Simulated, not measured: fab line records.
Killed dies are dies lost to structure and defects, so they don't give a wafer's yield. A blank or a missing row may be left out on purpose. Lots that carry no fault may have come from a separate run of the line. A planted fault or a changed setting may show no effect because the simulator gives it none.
Chamber matching | flow gf180mcu | cmp-01 running GF_V4_CMP_04: 4 sister chambers
The step polishes SiO2. 14 wafers are shown with their chamber, then 7 later ones without.

## EACH WAFER AND ITS CHAMBER
wafer  | chamber | motor current A (A) | time to endpoint s (s) | edge zone pressure frac
L276.3 | 1       | 10.0                | 81                     | 0.997
L276.5 | 2       | 13.6                | 86                     | 0.999
L276.6 | 3       | 11.5                | 77                     | 0.993
L277.3 | 1       | 10.0                | 76                     | 1.005
L277.5 | 1       | 10.5                | 75                     | 0.996
L277.6 | 0       | 13.2                | 84                     | 1.010
L279.1 | 3       | 12.6                | 69                     | 1.000
L279.4 | 0       | 13.8                | 75                     | 1.000
L279.6 | 2       | 13.9                | 85                     | 1.001
L281.1 | 1       | 9.3                 | 85                     | 0.996
L281.2 | 0       | 13.6                | 82                     | 0.994
L281.4 | 2       | 14.1                | 101                    | 0.991
L285.2 | 0       | 13.6                | 67                     | 0.991
L285.5 | 1       | 9.8                 | 74                     | 0.997

SIGNATURES (means of the wafers above)
reading                 | chamber 0 | chamber 1 | chamber 2 | chamber 3 | scatter within a chamber
motor current A         | 13.550    | 9.920     | 13.867    | 12.050    | 0.409
time to endpoint s      | 77.00     | 78.20     | 90.67     | 73.00     | 6.76
edge zone pressure frac | 0.99875   | 0.99820   | 0.99700   | 0.99650   | 0.00592
Rule: distance of a wafer from a chamber = root of the sum over the readings of ((wafer's reading minus chamber's mean) / reading's scatter) squared. If the next closest chamber is less than 2 further off than the closest, the wafer can't be placed; otherwise it belongs to the closest. How the scatter is found: for the shown wafers, subtract from each reading the mean of its chamber, square and add these, divide the total by (wafers less chambers), then take the root.

## WAFERS WHOSE CHAMBER IS MISSING
wafer  | motor current A (A) | time to endpoint s (s) | edge zone pressure frac
L285.6 | 13.7                | 78                     | 1.008
L291.1 | 13.6                | 73                     | 1.008
L291.4 | 10.5                | 87                     | 0.997
L291.6 | 13.8                | 87                     | 1.000
L292.2 | 9.9                 | 90                     | 1.001
L292.3 | 13.8                | 88                     | 1.005
L292.5 | 9.9                 | 94                     | 1.003

## THE CHAMBER EACH PASSED THROUGH
wafer  | from the rows above     | in truth
L285.6 | can't be placed: 0 or 2 | 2
L291.1 | can't be placed: 0 or 2 | 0
L291.4 | 1                       | 1
L291.6 | can't be placed: 2 or 0 | 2
L292.2 | 1                       | 1
L292.3 | can't be placed: 2 or 0 | 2
L292.5 | 1                       | 1
Correctly placed: 3 of 7. Unplaceable from these rows: 4, with the true chamber sitting among the candidates in 4. Placed wrongly: 0.
